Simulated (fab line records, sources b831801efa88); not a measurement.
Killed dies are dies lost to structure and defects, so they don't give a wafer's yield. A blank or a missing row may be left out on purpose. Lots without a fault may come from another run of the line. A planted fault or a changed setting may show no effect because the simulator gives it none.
fab line records | flow gf180mcu
record lots=14 wafers=42 last_day=34
route steps=602 shown VT_IMPLANT@135 MVSD@136 NWELL@137 LVPWELL@138
lots that met no fault: from a run of the same line without faults
start_h: hours from the record's first day to the start of the lot's first wafer shown | wait_h: hours since the lot's step before | " the same as in the row above | L1.1+2: a row that stands for several wafers | - no value, or no start given | * or withheld: withheld | < > ~ a bound
route shown NAME@n: a module of which the file shows steps, and the number in the route of the first | usual: mean/standard deviation of fault-free wafers | same: alike in all rows | chamber/n: place in a boat | sites: the reading at each site | _std_site: their standard deviation | _edge_site: outer sites' mean less inner sites' | radius_mm: how far each site lies from the wafer's centre | mask NAME#n: copy n | behind: the tool/chamber that last shaped the wafer | hold: why the lot was held/for how many hours/how that ended | device: the transistor (n, p or np) that didn't switch | end of line: the same wafers' tests at the end of the route | a step without rows: its recipe alone | killed: dies lost to structure and defects at the first sort, not the wafer's yield | map: a wafer's dies, x killed, . not, _ none there
set.NAME: the setting as run; set.NAME@STEP: as run at that earlier step | model.NAME: the simulator's own value behind a step, which no gauge read
steps of the route over a sample of lots; a table a step, a row a wafer
services: from which hour (start_h, from the record's first day; less than 0 if before it) a tool's chamber was out of use, for how many hours, and why
## steps
# step GF_VT_IMPLANT_RTA_45
# recipe temp_c=1050 time_s=30 ambient=N2
# usual anneal_temp_c_max=1055.9/1.3 chamber_o2_ppm=2.002/0.023 lamp_power_pct=34.9/2.1 wafer_temp_C_max=1055.7/1.3
# columns lot.wafer tool chamber start_h wait_h anneal_temp_c_max chamber_o2_ppm lamp_power_pct wafer_temp_C_max
L696.1 rtp_anneal-02 0 169.07 0.0 1056.7 2.006 37.0 1055.9
L696.2 " 0 " " 1055.4 2.020 37.0 1054.8
L696.3 " 0 " " 1057.4 1.980 37.0 1055.8
L699.1 rtp_anneal-02 0 181.63 0.0 1055.4 2.013 36.9 1054.9
L699.2 " 0 " " 1054.8 1.978 36.9 1056.2
L699.4 " 0 " " 1055.3 1.981 36.9 1054.8
L701.1 rtp_anneal-01 0 197.67 0.0 1056.6 2.007 32.9 1056.1
L701.2 " 0 " " 1056.2 2.017 32.8 1057.4
L701.3 " 0 " " 1057.2 1.997 32.8 1055.5
L702.3 rtp_anneal-02 - 200.16 0.0 - - - -
L702.4 " - " " - - - -
L702.6 " - " " - - - -
L703.3 rtp_anneal-02 - 208.55 0.0 - - - -
L703.4 " - " " - - - -
L703.6 " - " " - - - -
L708.1 rtp_anneal-01 0 238.13 0.0 1056.5 1.983 32.8 1057.7
L708.5 " 0 " " 1056.3 1.994 32.8 1056.2
L708.6 " 0 " " 1056.9 1.972 32.9 1055.6
L709.4 rtp_anneal-02 0 252.15 0.1 1056.1 1.949 36.9 1055.0
L709.5 " 0 " " 1055.0 1.970 36.9 1058.0
L709.6 " 0 " " 1055.6 1.996 37.0 1054.0
L711.2 rtp_anneal-01 0 259.83 0.0 1058.3 2.022 32.8 1057.2
L711.5 " 0 " " 1056.1 1.973 32.9 1056.5
L711.6 " 0 " " 1056.9 1.987 32.8 1055.9
L712.1 rtp_anneal-01 0 271.75 0.0 1057.2 1.991 32.9 1056.7
L712.4 " 0 " " 1057.7 2.021 32.8 1060.6
L712.6 " 0 " " 1059.7 1.985 32.8 1056.8
L714.2 rtp_anneal-02 0 282.48 0.0 1056.1 1.997 36.9 1054.5
L714.3 " 0 " " 1053.5 2.011 36.9 1054.0
L714.6 " 0 " " 1054.8 2.021 37.0 1054.4
L715.2 rtp_anneal-01 0 288.80 0.0 1057.3 1.988 32.8 1056.4
L715.4 " 0 " " 1056.2 2.007 32.8 1056.4
L715.5 " 0 " " 1055.3 2.020 32.8 1055.0
L716.4 rtp_anneal-02 0 296.18 0.1 1054.2 2.008 37.0 1055.3
L716.5 " 0 " " 1056.5 2.011 36.9 1054.3
L716.6 " 0 " " 1055.2 2.000 36.9 1054.5
L717.1 rtp_anneal-02 0 302.07 0.0 1055.4 2.018 37.0 1054.7
L717.4 " 0 " " 1057.3 2.023 36.9 1053.0
L717.6 " 0 " " 1054.6 2.045 36.9 1055.7
L718.1 rtp_anneal-02 0 309.38 0.0 1055.5 1.996 36.9 1054.4
L718.3 " 0 " " 1055.7 2.012 36.9 1055.1
L718.4 " 0 " " 1055.2 2.014 37.0 1055.5
# step GF_VT_IMPLANT_RS_MEAS_46
# recipe thk_meas_gauge=four-point-probe
# usual MVSD_RS=456.2/0.92
# columns lot.wafer tool chamber start_h wait_h MVSD_RS[ohm/sq]
L696.1 film_metro-02 - 169.17 0.1 456.4
L696.2 " - " " 456.4
L696.3 " - " " 456.7
L699.1 film_metro-04 - 181.73 0.1 456.8
L699.2 " - " " 456.0
L699.4 " - " " 456.2
L701.1 film_metro-04 - 197.77 0.1 457.1
L701.2 " - " " 455.5
L701.3 " - " " 457.2
L702.3 film_metro-01 - 200.27 0.1 132.6
L702.4 " - " " 132.8
L702.6 " - " " 132.8
L703.3 film_metro-02 - 208.66 0.1 132.9
L703.4 " - " " 133.2
L703.6 " - " " 133.0
L708.1 film_metro-04 - 238.23 0.1 455.6
L708.5 " - " " 455.7
L708.6 " - " " 456.9
L709.4 film_metro-04 - 252.26 0.1 457.1
L709.5 " - " " 458.2
L709.6 " - " " 457.4
L711.2 film_metro-04 - 259.94 0.1 454.5
L711.5 " - " " 454.2
L711.6 " - " " 456.2
L712.1 film_metro-01 - 271.85 0.1 454.4
L712.4 " - " " 455.4
L712.6 " - " " 455.6
L714.2 film_metro-04 - 282.59 0.1 456.3
L714.3 " - " " 455.3
L714.6 " - " " 454.1
L715.2 film_metro-02 - 288.90 0.1 456.4
L715.4 " - " " 456.4
L715.5 " - " " 456.9
L716.4 film_metro-04 - 296.29 0.1 456.2
L716.5 " - " " 456.9
L716.6 " - " " 455.2
L717.1 film_metro-02 - 302.17 0.1 456.9
L717.4 " - " " 457.3
L717.6 " - " " 457.4
L718.1 film_metro-01 - 309.48 0.1 455.9
L718.3 " - " " 455.8
L718.4 " - " " 457.2
# step GF_VT_IMPLANT_RS_MEAS_47
# recipe thk_meas_gauge=four-point-probe
# usual NWELL_RS=487.7/1.2
# columns lot.wafer tool chamber start_h wait_h NWELL_RS[ohm/sq]
L696.1 film_metro-02 - 169.29 0.1 488.8
L696.2 " - " " 488.5
L696.3 " - " " 488.7
L699.1 film_metro-04 - 181.85 0.1 487.5
L699.2 " - " " 488.1
L699.4 " - " " 488.5
L701.1 film_metro-04 - 197.89 0.1 485.8
L701.2 " - " " 488.0
L701.3 " - " " 487.3
L702.3 film_metro-01 - 200.39 0.1 132.4
L702.4 " - " " 133.0
L702.6 " - " " 132.8
L703.3 film_metro-02 - 208.78 0.1 133.2
L703.4 " - " " 132.9
L703.6 " - " " 133.1
L708.1 film_metro-04 - 238.35 0.1 488.5
L708.5 " - " " 487.3
L708.6 " - " " 489.6
L709.4 film_metro-04 - 252.38 0.1 488.2
L709.5 " - " " 488.9
L709.6 " - " " 487.7
L711.2 film_metro-04 - 260.06 0.1 488.3
L711.5 " - " " 488.2
L711.6 " - " " 488.2
L712.1 film_metro-01 - 271.97 0.1 488.3
L712.4 " - " " 487.7
L712.6 " - " " 486.8
L714.2 film_metro-04 - 282.71 0.1 487.7
L714.3 " - " " 487.7
L714.6 " - " " 487.0
L715.2 film_metro-02 - 289.02 0.1 488.8
L715.4 " - " " 486.3
L715.5 " - " " 487.7
L716.4 film_metro-04 - 296.41 0.1 485.4
L716.5 " - " " 485.5
L716.6 " - " " 486.5
L717.1 film_metro-02 - 302.29 0.1 486.5
L717.4 " - " " 487.5
L717.6 " - " " 488.0
L718.1 film_metro-01 - 309.60 0.1 487.0
L718.3 " - " " 488.5
L718.4 " - " " 487.3
# step GF_VT_IMPLANT_RS_MEAS_48
# recipe thk_meas_gauge=four-point-probe
# usual LVPWELL_RS=1196/3.3
# columns lot.wafer tool chamber start_h wait_h LVPWELL_RS[ohm/sq]
L696.1 film_metro-02 - 169.41 0.1 1198
L696.2 " - " " 1197
L696.3 " - " " 1194
L699.1 film_metro-04 - 181.97 0.1 1197
L699.2 " - " " 1194
L699.4 " - " " 1197
L701.1 film_metro-04 - 198.01 0.1 1198
L701.2 " - " " 1194
L701.3 " - " " 1194
L702.3 film_metro-01 - 200.51 0.1 133
L702.4 " - " " 133
L702.6 " - " " 133
L703.3 film_metro-02 - 208.90 0.1 133
L703.4 " - " " 133
L703.6 " - " " 133
L708.1 film_metro-04 - 238.47 0.1 1197
L708.5 " - " " 1201
L708.6 " - " " 1200
L709.4 film_metro-04 - 252.50 0.1 1192
L709.5 " - " " 1195
L709.6 " - " " 1193
L711.2 film_metro-04 - 260.18 0.1 1198
L711.5 " - " " 1197
L711.6 " - " " 1196
L712.1 film_metro-01 - 272.09 0.1 1202
L712.4 " - " " 1197
L712.6 " - " " 1201
L714.2 film_metro-04 - 282.83 0.1 1192
L714.3 " - " " 1195
L714.6 " - " " 1194
L715.2 film_metro-02 - 289.14 0.1 1200
L715.4 " - " " 1197
L715.5 " - " " 1199
L716.4 film_metro-04 - 296.53 0.1 1194
L716.5 " - " " 1195
L716.6 " - " " 1196
L717.1 film_metro-02 - 302.41 0.1 1200
L717.4 " - " " 1195
L717.6 " - " " 1197
L718.1 film_metro-01 - 309.72 0.1 1195
L718.3 " - " " 1192
L718.4 " - " " 1192
## services
# columns tool chamber start_h hours kind
rtp_anneal-01 - 279.48 3.5 pm
## key
first_sign step=GF_VT_IMPLANT_RTA_45 reading=tool_record direction=missing
effect step=GF_VT_IMPLANT_RS_MEAS_46 reading=MVSD_RS direction=down sigmas=99+ usual=456.2 struck=132.9
effect step=GF_VT_IMPLANT_RS_MEAS_47 reading=NWELL_RS direction=down sigmas=99+ usual=487.7 struck=132.9
effect step=GF_VT_IMPLANT_RS_MEAS_48 reading=LVPWELL_RS direction=down sigmas=99+ usual=1196 struck=133
met_at GF_VT_IMPLANT_RTA_45
struck_lots L702,L703
later_rows_left_out L702.3,L702.4,L702.6,L703.3,L703.4,L703.6
sort_left_out L702.3,L702.4,L702.6,L703.3,L703.4,L703.6
tester_left_out L702,L703
onset_between 181.63 200.16
fault kind=skipped_step_whole tool=rtp_anneal-02 chamber=- onset_h=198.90 steps=GF_VT_IMPLANT_RTA_45 scope=struck_lots_only
# tester_left_out: of these lots the tester's yield and bins aren't shown, on N5 and GAA mostly nor the transistor test; their killed dies are dies lost to structure and defects alone, not to doping, threshold or leakage, so they don't give the yield
# sort_left_out: the simulated sort isn't trusted on such a fault, so these wafers' sort isn't shown, and their yield isn't known
# later_rows_left_out: the simulator's readings of these wafers behind a module that went badly wrong aren't trusted and aren't shown, but for the sort
